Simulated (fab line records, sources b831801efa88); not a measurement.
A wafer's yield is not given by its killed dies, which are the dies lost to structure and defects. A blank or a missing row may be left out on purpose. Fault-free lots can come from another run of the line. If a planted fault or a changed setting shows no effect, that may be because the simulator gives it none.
Matching of chambers | flow sky130 | 3 sister chambers for SKY_VIA2_HDPCVD_00 on hdpcvd-02
The step deposits SiO2, target thk 1180 nm, time 196.7 s. 3 wafers are shown with their chamber, then 7 later ones without.

WAFERS WITH THEIR CHAMBER
wafer  | chamber | run length s (s)
L448.5 | 0       | 224.5
L452.3 | 2       | 224.6
L452.5 | 1       | 224.1

WAFERS WHOSE CHAMBER IS MISSING
wafer  | run length s (s)
L452.6 | 224.8
L456.1 | 224.7
L456.2 | 223.7
L456.3 | 225.0
L458.2 | 224.2
L458.3 | 224.0
L458.5 | 224.6

WHICH CHAMBER EACH WENT THROUGH
wafer  | from the rows above          | in truth
L452.6 | can't be placed: 2 or 0      | 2
L456.1 | can't be placed: 2 or 0      | 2
L456.2 | can't be placed: 1 or 0      | 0
L456.3 | can't be placed: 2 or 0      | 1
L458.2 | can't be placed: 1 or 0 or 2 | 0
L458.3 | can't be placed: 1 or 0      | 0
L458.5 | can't be placed: 2 or 0      | 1
Correctly placed: 0 of 7. Can't be placed from these rows: 7 (the true chamber is among the candidates in 5). Placed wrongly: 0.
How it was worked out, from the rows above alone: a wafer's distance from a chamber is the root of the sum, over the readings, of the square of ((its reading less the chamber's mean) divided by the reading's scatter). The wafer belongs to the nearest chamber; if the next one is less than 2 further off, it can't be placed. The mean given for a chamber averages the wafers shown for that chamber. The scatter: with one shown wafer a chamber, the root of the mean of the squares of how far each hidden wafer lies from its nearest shown one.
